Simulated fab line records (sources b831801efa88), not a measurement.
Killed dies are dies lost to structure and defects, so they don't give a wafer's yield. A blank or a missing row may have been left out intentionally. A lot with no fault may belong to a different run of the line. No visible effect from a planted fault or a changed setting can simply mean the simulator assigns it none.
2 desks, one fault || flow gf180mcu || what lay behind the numbers comes last; until then each desk has only its own

THE TOOL OWNER'S DESK: pvd sputter-03
The tool's own readings at GF_TOP_METAL_SPUTTER_01 (material TiN, target thk 30 nm, time 25 s): means of the sampled wafers that have a number, for each lot that ran on this tool. If a lot's mean is further than 4 standard deviations from the usual mean, the lot is out of limits and carries the mark OUT (the distance appears in the brackets).
Columns: A = throttle valve pct at GF_TOP_METAL_SPUTTER_01, usual 30.5 %
{"lot": "L662", "first seen here": "day 28 11:15", "A": 31.3}
{"lot": "L673", "first seen here": "day 31 18:31", "A": 31.0}
{"lot": "L677", "first seen here": "day 32 19:12", "A": 31.1}
Finding of this desk: none of the 3 lots has anything out of limits.

FROM THE METROLOGY DESK
What the gauges read for every lot (on any tool): the sampled wafers with a number, averaged. If a lot's mean is further than 4 standard deviations from the usual mean, the lot is out of limits and carries the mark OUT (the distance appears in the brackets).
Columns: A = V5_W_RS at GF_V5_RS_MEAS_24, usual 0.325 ohm/sq; B = V5_W_THK at GF_V5_THK_MEAS_25, usual 375 nm
{"lot": "L658", "first seen here": "day 27 03:58", "A": 0.320, "B": 379}
{"lot": "L662", "first seen here": "day 28 10:41", "A": 0.324, "B": 373}
{"lot": "L673", "first seen here": "day 31 17:51", "A": 0.325, "B": 373}
{"lot": "L677", "first seen here": "day 32 18:37", "A": 0.324, "B": 379}
{"lot": "L678", "first seen here": "day 33 00:08", "A": 0.325, "B": 373}
{"lot": "L679", "first seen here": "day 33 02:58", "A": 0.325, "B": 373}
Finding of this desk: none of the 6 lots has anything out of limits.

ALL TOGETHER
The tool owner's desk saw nothing out of limits.
Nothing out of limits was seen by the metrology desk.

WHAT THE SIMULATOR PUT IN
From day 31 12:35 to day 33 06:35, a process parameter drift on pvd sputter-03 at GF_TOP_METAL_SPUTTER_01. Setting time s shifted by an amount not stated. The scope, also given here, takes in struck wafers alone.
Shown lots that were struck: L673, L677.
